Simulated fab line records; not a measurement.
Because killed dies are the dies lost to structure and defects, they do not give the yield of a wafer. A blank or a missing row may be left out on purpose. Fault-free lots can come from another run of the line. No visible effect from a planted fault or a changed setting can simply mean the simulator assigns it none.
Which tool is to blame? ; flow gf180mcu ; 12 lots with 36 wafers sampled at 2 steps, on a route of 602 steps

== WHAT EACH GAUGE READ, for each wafer ==
GF_V2_THK_MEAS_01.
lot;measured;on;V2_CVD_00_THK (nm)
L075;day 20 00:47;film-metro-01;596 591 600
L076;day 20 17:43;film-metro-01;603 593 596
L079;day 21 16:28;film-metro-01;599 609 607
L081;day 22 05:23;film-metro-03;598 609 605
L084;day 22 23:35;film-metro-03;598 602 597
L085;day 23 13:35;film-metro-04;605 606 612
L087;day 24 11:38;film-metro-01;605 607 598
L089;day 25 00:23;film-metro-04;594 588 598
L091;day 25 05:20;film-metro-01;589 596 595
L094;day 25 22:38;film-metro-04;599 599 603
L095;day 26 05:43;film-metro-01;592 608 598
L097;day 26 16:23;film-metro-04;605 599 602

== WHAT TOOL EACH LOT RAN ON (gives the tool, then ch and the chambers of the sampled wafers, and finally the start) ==
lot;GF_PSD_STRIP_10
L075;plasma-asher-03 ch 0, day 14 21:51
L076;plasma-asher-02 ch 0,1, day 15 13:06
L079;plasma-asher-02 ch 0,1, day 16 09:52
L081;plasma-asher-03 ch 0,1, day 17 00:09
L084;plasma-asher-02 ch 0,1, day 17 17:50
L085;plasma-asher-02 ch 0,1, day 18 09:06
L087;plasma-asher-02 ch 0,1, day 19 07:46
L089;plasma-asher-03 ch 0,1, day 19 21:50
L091;plasma-asher-03 ch 1, day 20 04:14
L094;plasma-asher-01 ch 0, day 20 23:55
L095;plasma-asher-03 ch 0,1, day 21 08:22
L097;plasma-asher-01 ch 0,1, day 21 19:20
- GF_PSD_STRIP_10: strips in O2/N2.

== THE ANSWER, worked out from the rows above alone ==
Rule: the usual values come from the lots themselves. Put in order of their means at a reading, lots are off if they are a third of the lots or fewer, leave a main group of 4 or more, and stand apart from it by a gap of 3 or more times the standard deviation of the main group's means; of several such gaps the widest counts. A main group whose means are all the same, to the digits that the tables above print for the reading, isn't used. Also off: a lot with no number at a reading for which 4 or more lots have one. The other lots that the step has rows for count as sound.
Nothing can be told from this: no lot is off at any reading shown.

== WHAT THE SIMULATOR HAD INSERTED ==
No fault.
